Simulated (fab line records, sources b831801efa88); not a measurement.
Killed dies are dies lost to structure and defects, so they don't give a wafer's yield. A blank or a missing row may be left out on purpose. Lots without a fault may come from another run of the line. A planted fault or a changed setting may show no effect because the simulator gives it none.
A struck lot beside a sound one | flow sky130 | 43 steps out of a route of 708
Sound: wafers L734.2, L734.4, L734.6. Struck: wafer L739.4. (L739.1, L739.5 of the same lot were not struck and are left out.) The cause comes at the end.
At each step with rows: each side's tool, then ch and its chambers, then its first start. Under that, the readings that differ: sound wafers | struck wafers | difference of the means | sigmas: that difference in standard deviations of wafers without a fault.
alike: readings whose means differ by less than 2 such deviations, and words and numbers that are the same on both sides. not compared: withheld readings, readings that some wafer has no value for, bounds like >300 that may hide the same value, and numbers for which the record gives no deviation and whose values overlap.
The two part at a step that has a row with sigmas, a row that says differs or no value, or rows on one side only. Numbers that don't overlap but have no deviation are shown without sigmas and don't part them. A reading that every wafer of one side lacks parts them only if that side has two wafers or more.

first, 5 steps without rows for these wafers: SKY_LDD_N_COAT_02 (resist thk 300 nm); SKY_LDD_N_SOFTBAKE_03 (time 60 s); SKY_LDD_N_EXPOSE_04 (exposes mask NTM, target cd 840 nm); SKY_LDD_N_PEB_05; SKY_LDD_N_DEVELOP_06 (develop time 60 s).
SKY_LDD_N_OVL_MEAS_07:
  sound on overlay-02, day 18 05:44; struck on overlay-01, day 20 08:36
  alike: LDD_N_OVL
then, 6 steps without rows for these wafers: SKY_LDD_N_IMPLANT_08; SKY_LDD_N_IMPLANT_09; SKY_LDD_N_IMPLANT_10; SKY_LDD_N_IMPLANT_11; SKY_LDD_N_IMPLANT_12; SKY_LDD_N_IMPLANT_13.
SKY_LDD_N_IMPLANT_14:
  sound on implanter-02 ch 0, day 18 06:42; struck on implanter-02 ch 0, day 20 09:32
  reading       | sound          | struck | difference | sigmas
  beam_on_s (s) | 9.87 9.78 9.67 | 10.24  | +0.47      | +2
then, 1 step without rows for these wafers: SKY_LDD_N_IMPLANT_15.
SKY_LDD_N_STRIP_16: strips in O2/N2.
  sound on plasma_asher-04 ch 1, day 18 06:58; struck on plasma_asher-02 ch 1, day 20 09:50
  alike: chamber_pressure_mTorr, drypump_motor_current_A, o2_flow_sccm, oes_product_au, strip_time_to_endpoint_s
  not compared: rf_hours_counter_h
SKY_LDD_N_TW_MEAS_17:
  sound on film_metro-02, day 18 07:05; struck on film_metro-04, day 20 09:56
  alike: LDD_N_TW
then, 7 steps without rows for these wafers: SKY_LDD_P_DEHYDRATE_00 (time 60 s); SKY_LDD_P_HMDS_01 (prime time 60 s); SKY_LDD_P_COAT_02 (resist thk 1140 nm); SKY_LDD_P_SOFTBAKE_03 (time 60 s); SKY_LDD_P_EXPOSE_04 (exposes mask PSDM, target cd 380 nm); SKY_LDD_P_PEB_05; SKY_LDD_P_DEVELOP_06 (develop time 60 s).
SKY_LDD_P_CD_MEAS_07: target cd 380 nm.
  sound on cd_sem-01, day 19 13:46; struck on cd_sem-02, day 21 16:38
  alike: cd_nm
SKY_LDD_P_OVL_MEAS_08:
  sound on overlay-01, day 19 13:53; struck on overlay-02, day 21 16:45
  alike: LDD_P_OVL
then, 1 step without rows for these wafers: SKY_LDD_P_IMPLANT_09.
SKY_LDD_P_STRIP_10: strips in O2/N2.
  sound on plasma_asher-03 ch 0, day 19 14:04; struck on plasma_asher-03 ch 1, day 21 16:56
  reading                      | sound                | struck | difference | sigmas
  strip_time_to_endpoint_s (s) | 14.219 14.225 14.198 | 14.153 | -0.061     | -2
  alike: chamber_pressure_mTorr, drypump_motor_current_A, o2_flow_sccm, oes_product_au
  not compared: rf_hours_counter_h
SKY_LDD_P_TW_MEAS_11:
  sound on film_metro-03, day 19 14:10; struck on film_metro-04, day 21 17:02
  alike: LDD_P_TW
then, 7 steps without rows for these wafers: SKY_LDD_HVN_DEHYDRATE_00 (time 60 s); SKY_LDD_HVN_HMDS_01 (prime time 60 s); SKY_LDD_HVN_COAT_02 (resist thk 300 nm); SKY_LDD_HVN_SOFTBAKE_03 (time 60 s); SKY_LDD_HVN_EXPOSE_04 (exposes mask HVNTM, target cd 700 nm); SKY_LDD_HVN_PEB_05; SKY_LDD_HVN_DEVELOP_06 (develop time 60 s).
SKY_LDD_HVN_OVL_MEAS_07:
  sound on overlay-01, day 20 20:37; struck on overlay-01, day 22 23:21
  alike: LDD_HVN_OVL
then, 1 step without rows for these wafers: SKY_LDD_HVN_IMPLANT_08.
SKY_LDD_HVN_STRIP_09: strips in O2/N2.
  sound on plasma_asher-01 ch 0,1, day 20 20:47; struck on plasma_asher-01 ch 0, day 22 23:32
  alike: chamber_pressure_mTorr, drypump_motor_current_A, o2_flow_sccm, oes_product_au, strip_time_to_endpoint_s
  not compared: rf_hours_counter_h
SKY_LDD_HVN_TW_MEAS_10:
  sound on film_metro-02, day 20 20:54; struck on film_metro-02, day 22 23:38
  alike: LDD_HVN_TW
then, 3 steps without rows for these wafers: SKY_LDD_HVP_DEHYDRATE_00 (time 60 s); SKY_LDD_HVP_HMDS_01 (prime time 60 s); SKY_LDD_HVP_COAT_02 (resist thk 300 nm).
-- the record jumps here: 25 days lie between the struck wafers' starts before and after (it left off in module LDD_HVP and takes up again in module PAD_OPEN, whose first step shown is number 708 of the route) --
SKY_PAD_OPEN_PROBE_99:
  sound on prober-01, day 46 02:54; struck on prober-01, day 47 11:51
  reading                                           | sound                      | struck  | difference | sigmas
  model.etest.nfet_01v8.drive_ua_um_rim_less_centre | -1.621 1.995 -4.045        | -7.561  | -6.337     |
  model.etest.nfet_01v8.drive_ua_um_range           | 8.541 7.364 12.69          | 15.91   | +6.38      |
  model.etest.nfet_01v8_swapped.vt_sat_v (V)        | 0.6399 0.6368 0.6522       | 0.6212  | -0.0218    |
  model.etest.nfet_01v8_lvt.vt_v (V)                | 0.6032 0.5971 0.6103       | 0.595   | -0.009     |
  model.etest.nfet_01v8_swapped.vt_v (V)            | 0.6903 0.6888 0.6976       | 0.6877  | -0.0045    |
  model.etest.nfet_01v8.vt_v_range                  | 0.008553 0.009759 0.008741 | 0.02641 | +0.01739   |
  alike: killed_at_M0_to_M3, killed_at_M4_up, killed_at_contacts, killed_at_front_end, killed_at_other, killed_dies, killed_open, killed_short
  not compared: model.etest.nfet_01v8.vt_v, model.etest.nfet_01v8_turned.vt_sat_v

WHERE THEY PART
First at SKY_LDD_N_IMPLANT_14; last, within this record, at SKY_LDD_P_STRIP_10. Later steps at which nothing parts them and some readings are alike: SKY_LDD_P_TW_MEAS_11, SKY_LDD_HVN_OVL_MEAS_07, SKY_LDD_HVN_STRIP_09, SKY_LDD_HVN_TW_MEAS_10, SKY_PAD_OPEN_PROBE_99.

WHY: what the simulator had put in
Process parameter drift: implanter-02, from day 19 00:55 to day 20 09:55, at SKY_LDD_N_IMPLANT_14. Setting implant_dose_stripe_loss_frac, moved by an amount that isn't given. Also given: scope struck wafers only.
